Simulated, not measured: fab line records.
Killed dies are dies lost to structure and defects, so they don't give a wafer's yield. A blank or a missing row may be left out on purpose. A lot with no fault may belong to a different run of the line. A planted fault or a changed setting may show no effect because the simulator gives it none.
What tool caused it?    flow gf180mcu    Sampling: 13 lots, 39 wafers, 3 of 602 route steps

WHAT THE GAUGES READ, wafer by wafer
GF_HV_LDD_TW_MEAS_50. Usual: for HV_LDD_4_TW the level is 567 and the standard deviation is 5.6.
lot   measured      on             HV_LDD_4_TW  flag
L718  day 12 11:57  film-metro-02  573 571 575  
L719  day 12 17:08  film-metro-04  561 561 563  
L721  day 13 10:56  film-metro-03  562 566 567  
L722  day 13 19:59  film-metro-02  575 575 573  
L723  day 14 04:11  film-metro-04  563 560 563  
L724  day 14 12:08  film-metro-04  560 562 559  
L729  day 16 03:59  film-metro-02  578 572 576  
L733  day 17 11:11  film-metro-02  578 578 577  
L736  day 18 12:06  film-metro-04  563 565 565  
L737  day 18 18:56  film-metro-03  561 563 563  
L738  day 19 03:50  film-metro-03  563 566 564  
L739  day 19 11:16  film-metro-04  567 567 568  
L740  day 19 22:04  film-metro-04  564 568 566  

GF_SALICIDE_RS_MEAS_04: uses a four-point probe to measure. Usual: for SALICIDE_TIN_RS the level is 16.33 ohm/sq and the standard deviation is 0.26.
lot   measured      on             SALICIDE_TIN_RS (ohm/sq)  flag
L718  day 15 08:05  film-metro-04  16.55 15.95 16.55         
L719  day 15 11:40  film-metro-04  16.90 16.43 16.56         
L721  day 16 06:42  film-metro-03  16.01 16.20 16.61         
L722  day 16 16:29  film-metro-03  16.08 16.64 16.55         
L723  day 17 02:59  film-metro-03  16.61 16.48 16.03         
L724  day 17 10:19  film-metro-03  16.17 16.44 16.06         
L729  day 19 05:12  film-metro-01  16.76 16.57 16.62         
L733  day 20 17:39  film-metro-04  8.83 16.28 8.74           OFF
L736  day 21 17:34  film-metro-01  16.09 8.84 16.38          OFF
L737  day 21 23:56  film-metro-01  15.86 16.15 16.45         
L738  day 22 08:43  film-metro-04  16.13 15.99 16.10         
L739  day 22 15:44  film-metro-01  16.16 16.26 16.16         
L740  day 23 02:05  film-metro-01  16.17 16.06 16.17         

TOOL THAT RAN EACH LOT (tool first, then ch and the chambers of the sampled wafers, then the start)
lot   GF_SALICIDE_SPUTTER_02
L718  pvd-sputter-04, day 15 08:00
L719  pvd-sputter-04, day 15 11:36
L721  pvd-sputter-04, day 16 06:37
L722  pvd-sputter-04, day 16 16:26
L723  pvd-sputter-04, day 17 02:55
L724  pvd-sputter-02, day 17 10:16
L729  pvd-sputter-03, day 19 05:07
L733  pvd-sputter-04, day 20 17:34
L736  pvd-sputter-04, day 21 17:29
L737  pvd-sputter-02, day 21 23:53
L738  pvd-sputter-02, day 22 08:40
L739  pvd-sputter-02, day 22 15:40
L740  pvd-sputter-02, day 23 02:02
- GF_SALICIDE_SPUTTER_02: material Co, target thk 10 nm, time 20 s.

AS READ BY THE TOOLS THEMSELVES (means over the sampled wafers that have a number; for cases with no such wafer, the mark the record gives instead)
GF_SALICIDE_SPUTTER_02. Usual: throttle-valve-pct 29.9 %, standard deviation 1.1.
lot   tool            throttle-valve-pct (%)  flag
L718  pvd-sputter-04  29.3                    
L719  pvd-sputter-04  29.0                    
L721  pvd-sputter-04  29.0                    
L722  pvd-sputter-04  29.9                    
L723  pvd-sputter-04  29.6                    
L724  pvd-sputter-02  30.4                    
L729  pvd-sputter-03  29.0                    
L733  pvd-sputter-04  29.0                    
L736  pvd-sputter-04  28.6                    
L737  pvd-sputter-02  30.6                    
L738  pvd-sputter-02  30.3                    
L739  pvd-sputter-02  30.5                    
L740  pvd-sputter-02  30.4                    

THE ANSWER, worked out from the rows above alone
Rule: lot off if the mean of its wafers having a number is beyond 3 standard deviations from the usual mean. Also off: a lot with no number at a reading for which 4 or more lots have one. Where the step has rows for the other lots, those lots are counted as sound. Order of review: gauges by route order, followed by the tools' own readings, for which a lot's mean as printed above is used. The first step at which some lot is off is used, and at that step the reading that is off furthest; a lot without a number counts as furthest.
Off: at GF_SALICIDE_RS_MEAS_04 (SALICIDE_TIN_RS), L733, L736.
If a tool, at a process step before that reading, ran all the lots that are off and no sound lot after the first of them, it fits. Gauges at GF_SALICIDE_RS_MEAS_04: tried the same way as those tools. One candidate fits, namely pvd-sputter-04 at GF_SALICIDE_SPUTTER_02. A fault onset in the window from L723 (day 17 02:55, its last sound lot) to L733 (day 20 17:34, its first lot off) fits.

WHAT HAD BEEN PUT IN BY THE SIMULATOR
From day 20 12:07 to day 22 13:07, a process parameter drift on pvd-sputter-04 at GF_SALICIDE_SPUTTER_02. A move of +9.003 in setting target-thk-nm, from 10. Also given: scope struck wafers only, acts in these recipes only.
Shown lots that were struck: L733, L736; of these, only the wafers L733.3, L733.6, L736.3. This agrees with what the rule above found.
